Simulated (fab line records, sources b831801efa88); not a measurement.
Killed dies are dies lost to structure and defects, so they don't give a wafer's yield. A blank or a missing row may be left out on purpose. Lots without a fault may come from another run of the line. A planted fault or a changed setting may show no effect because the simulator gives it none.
Which tool did it? | flow sky130 | 12 lots, 36 wafers sampled, at 3 steps of a route of 708

WHAT THE GAUGES READ, wafer by wafer
SKY_LOCAL_INTERCONNECT_RS_MEAS_01: measures by four-point-probe.
lot  | measured     | on            | LOCAL_INTERCONNECT_TIN_RS (ohm/sq)
L317 | day 28 20:25 | film_metro-01 | 14.27 14.19 14.23
L318 | day 29 09:23 | film_metro-01 | 14.20 14.16 14.19
L319 | day 29 20:31 | film_metro-03 | 14.47 14.37 14.47
L322 | day 31 01:23 | film_metro-01 | 14.10 14.16 14.20
L324 | day 31 21:19 | film_metro-01 | 14.21 14.12 14.24
L327 | day 32 15:23 | film_metro-04 | 14.09 14.16 14.31
L330 | day 33 18:59 | film_metro-03 | 14.04 14.03 14.09
L334 | day 35 01:40 | film_metro-01 | 14.02 14.12 14.35
L337 | day 35 22:27 | film_metro-04 | 13.86 13.70 13.67
L338 | day 36 06:01 | film_metro-01 | 18.73 19.03 19.12 18.74 19.02 19.13
L339 | day 36 09:37 | film_metro-04 | 19.23 19.23 18.83 19.24 19.24 18.83
L340 | day 36 16:31 | film_metro-04 | 19.02 19.24 18.99 19.02 19.24 18.99

SKY_LOCAL_INTERCONNECT_THK_MEAS_02: measures by xrf.
lot  | measured     | on            | LOCAL_INTERCONNECT_TIN_THK (nm)
L317 | day 28 20:31 | film_metro-01 | 100.5 100.7 100.7
L318 | day 29 09:31 | film_metro-01 | 99.5 100.4 99.7
L319 | day 29 20:38 | film_metro-03 | 97.2 97.6 97.4
L322 | day 31 01:30 | film_metro-01 | 100.4 99.7 99.5
L324 | day 31 21:25 | film_metro-01 | 99.4 100.2 99.8
L327 | day 32 15:30 | film_metro-04 | 100.5 99.9 98.9
L330 | day 33 19:05 | film_metro-03 | 100.2 99.6 99.8
L334 | day 35 01:47 | film_metro-01 | 100.7 99.8 98.3
L337 | day 35 22:34 | film_metro-04 | 101.4 102.5 102.5
L338 | day 36 08:37 | film_metro-01 | 76.5 75.4 75.0 76.7 75.8 75.0
L339 | day 36 16:13 | film_metro-04 | 74.0 74.8 76.0 74.5 74.3 75.8
L340 | day 36 20:52 | film_metro-04 | 75.3 74.8 75.2 74.8 74.4 75.3

WHICH TOOL RAN EACH LOT (tool, then ch and the chambers of the sampled wafers, then the start)
lot  | SKY_LOCAL_INTERCONNECT_SPUTTER_00
L317 | pvd_sputter-01, day 28 20:19
L318 | pvd_sputter-03, day 29 09:20
L319 | pvd_sputter-02, day 29 20:27
L322 | pvd_sputter-03, day 31 01:19
L324 | pvd_sputter-03, day 31 21:13
L327 | pvd_sputter-02, day 32 15:19
L330 | pvd_sputter-01, day 33 18:53
L334 | pvd_sputter-03, day 35 01:35
L337 | pvd_sputter-02, day 35 22:23
L338 | pvd_sputter-02, day 36 05:53
L339 | pvd_sputter-02, day 36 09:31
L340 | pvd_sputter-02, day 36 16:26
- SKY_LOCAL_INTERCONNECT_SPUTTER_00: material TiN, target thk 100 nm, time 83.3 s.

WHAT THE TOOLS THEMSELVES READ (means of the sampled wafers that have a number; where no wafer has one, the mark that the record gives instead)
SKY_LOCAL_INTERCONNECT_SPUTTER_00.
lot  | tool           | throttle_valve_pct (%)
L317 | pvd_sputter-01 | 29.9
L318 | pvd_sputter-03 | 30.2
L319 | pvd_sputter-02 | 29.1
L322 | pvd_sputter-03 | 30.1
L324 | pvd_sputter-03 | 30.4
L327 | pvd_sputter-02 | 29.9
L330 | pvd_sputter-01 | 30.2
L334 | pvd_sputter-03 | 30.4
L337 | pvd_sputter-02 | 30.0
L338 | pvd_sputter-02 | 29.6
L339 | pvd_sputter-02 | 29.4
L340 | pvd_sputter-02 | 29.3

THE ANSWER, worked out from the rows above alone
Rule: what is usual is taken from the lots themselves. Put in order of their means at a reading, lots are off if they are a third of the lots or fewer, leave a main group of 4 or more, and stand apart from it by a gap of 3 or more times the standard deviation of the main group's means; of several such gaps the widest counts. A main group whose means are all the same, to the digits that the tables above print for the reading, isn't used. A lot without any number at a reading at which 4 lots or more have one is off too. The other lots that the step has rows for count as sound. The gauges are gone through in route order, then the tools' own readings, and for those a lot's mean is taken as printed above. The first step at which some lot is off is used, and at that step the reading that is off furthest; a lot without a number counts as furthest.
Off: L338, L339, L340, at SKY_LOCAL_INTERCONNECT_RS_MEAS_01 (LOCAL_INTERCONNECT_TIN_RS). The main group: mean 14.15 ohm/sq, standard deviation 0.17.
A tool fits if, at a process step before that reading, it ran every lot that is off, and no sound lot after the first of them. The gauges at SKY_LOCAL_INTERCONNECT_RS_MEAS_01 are tried like those tools. One fits: pvd_sputter-02 at SKY_LOCAL_INTERCONNECT_SPUTTER_00. Its last sound lot is L337 (day 35 22:23), its first lot that is off L338 (day 36 05:53): a fault that began between those two fits.

WHAT THE SIMULATOR HAD PUT IN
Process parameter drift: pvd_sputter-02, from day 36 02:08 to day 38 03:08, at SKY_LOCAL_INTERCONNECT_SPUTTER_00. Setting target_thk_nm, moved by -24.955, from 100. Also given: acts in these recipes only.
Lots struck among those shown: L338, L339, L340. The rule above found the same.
